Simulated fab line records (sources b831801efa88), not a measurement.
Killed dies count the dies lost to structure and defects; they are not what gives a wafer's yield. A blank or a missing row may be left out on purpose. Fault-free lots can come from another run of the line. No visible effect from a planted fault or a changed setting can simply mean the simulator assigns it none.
8D (eight disciplines) problem report, filled in by code :: flow sky130 :: the parts of the form that need people (team, actions taken, sign-off) are left out

1. WHAT IS WRONG
Mean of killedAtFrontEnd at SKY_PAD_OPEN_PROBE_99: 418 across 6 wafers in 2 lots; on wafers with no fault it is 16 (standard deviation 4.9). Relative to the usual mean, that is a shift of +82 standard deviations.
First observed at day 50 04:56: wafer L343.2, on prober-01. The record has a number at this step for 15 wafers belonging to 5 lots. Rule for "out", or "out of limits": more than 4 standard deviations from the usual mean. The rest of the wafers with a number are treated as sound.

2. WHAT THIS IS AND IS NOT
question: which readings at this step
is: killedAtFrontEnd, killedDies, killedOnRim
is not: killed_at_M0_to_M3, killed_at_M4_up, killedAtContacts, killedShort

question: which lots
is: L343, L344
is not: L351, L353, L354

question: which wafers of those lots
is: all that have a number
is not: -

question: read on which tools
is: prober-01, prober-02
is not: -

question: when
is: from day 50 04:56
is not: up to then (0 sound wafers); but 9 sound wafers of L351, L353, L354 came after

3. WHAT RULES OUT EACH SUSPECT
Counting: a tool stays on the suspect list if, at a process step up to the reading, it processed all lots that are out and no sound lot following the first of them.
- wetBench-04 at SKY_FIELD_ISO_WET_ETCH_28 (etches SiO2 in dHF, target depth 23.7 nm, time 47 s): ruled out as a lasting fault. Following L343 (day 4 22:05), the first lot on it that is out, the sound lots L351, L353, L354 were run on it.
Left after counting: nothing in the record.

4. THE CAUSE (what the simulator had put in)
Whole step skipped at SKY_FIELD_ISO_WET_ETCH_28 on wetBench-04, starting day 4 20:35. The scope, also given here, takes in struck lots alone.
Counting ruled it out, wrongly: the rule takes a fault to strike every lot that its tool runs from its start on, and this one did not.

5. THE CHAIN OF EFFECTS, in route order
One row per reading whose mean, taken over the struck wafers that have a number, lies over 3 standard deviations from the usual. Only readings whose record carries a usual standard deviation are examined. hours: median over the lots of the time between each lot's start at the first step of this table that gives one and its start at this step. sigmas: the change, counted in usual standard deviations.
hours: 0
step: SKY_PAD_OPEN_PROBE_99
reading: killedAtFrontEnd
usual: 16
on struck wafers: 418
change: +402
sigmas: +82

hours: 0
step: SKY_PAD_OPEN_PROBE_99
reading: killedDies
usual: 87
on struck wafers: 492
change: +405
sigmas: +42

hours: 0
step: SKY_PAD_OPEN_PROBE_99
reading: killedOnRim
usual: 17
on struck wafers: 96
change: +79
sigmas: +21
Here are the process steps it includes:
- SKY_PAD_OPEN_PROBE_99
Readings that are blank on the struck wafers while sound wafers have them: bathHeatDutyPct at SKY_FIELD_ISO_WET_ETCH_28; runLengthS at SKY_FIELD_ISO_WET_ETCH_28.

6. HOW IT WOULD HAVE BEEN CAUGHT EARLIER
In this record no reading fell out of limits until day 50 04:56, 1088 hours after the fault had begun at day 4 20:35.
At SKY_FIELD_ISO_WET_ETCH_28 the tool's readings are blank on the struck wafers, where sound wafers have them: an empty tool record is the first sign, and it was there at once.
